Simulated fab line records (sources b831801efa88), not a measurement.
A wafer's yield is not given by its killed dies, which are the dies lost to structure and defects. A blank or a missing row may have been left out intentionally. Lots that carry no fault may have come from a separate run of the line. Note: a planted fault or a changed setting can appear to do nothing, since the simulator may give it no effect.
Which tool was responsible? -- flow sky130 -- at 1 step of a route of 708, 12 lots with 36 wafers sampled

## WHAT THE GAUGES SHOWED, per wafer
SKY_POLY_GATE_THK_MEAS_01.
lot,measured,on,POLY_GATE_CVD_00_THK (nm)
L075,day 14 12:22,film_metro-04,179.2 179.1 177.9
L077,day 14 21:04,film_metro-01,181.7 181.1 182.7
L079,day 15 11:36,film_metro-04,178.8 179.3 177.4
L081,day 17 06:47,film_metro-02,177.5 178.0 178.7
L083,day 17 18:32,film_metro-04,177.8 177.8 177.1
L084,day 18 12:07,film_metro-01,179.5 180.3 181.2
L088,day 19 09:23,film_metro-02,181.1 179.5 179.2
L089,day 20 00:03,film_metro-01,180.3 181.0 180.0
L091,day 20 15:09,film_metro-04,179.3 176.6 178.4
L094,day 21 03:45,film_metro-01,184.2 183.5 182.2
L095,day 21 16:26,film_metro-01,183.1 183.4 183.0
L097,day 22 02:00,film_metro-04,178.6 179.9 179.1

## EACH LOT AND THE TOOL THAT RAN IT (in order: tool; ch and the chambers of the sampled wafers; start)
Before these readings, the record contains no process step.

## THE ANSWER, worked out from the rows above alone
Rule: usual is defined by the lots themselves. Put in order of their means at a reading, lots are off if they are a third of the lots or fewer, leave a main group of 4 or more, and stand apart from it by a gap of 3 or more times the standard deviation of the main group's means; of several such gaps the widest counts. The tables above print the reading to a certain number of digits; a main group whose means all agree to those digits is not used. Also off: a lot with no number at a reading for which 4 or more lots have one. Any other lot the step has rows for is counted as sound.
Across all readings shown, no lot is off: no conclusion can be drawn from this.

## WHAT HAD BEEN PUT IN BY THE SIMULATOR
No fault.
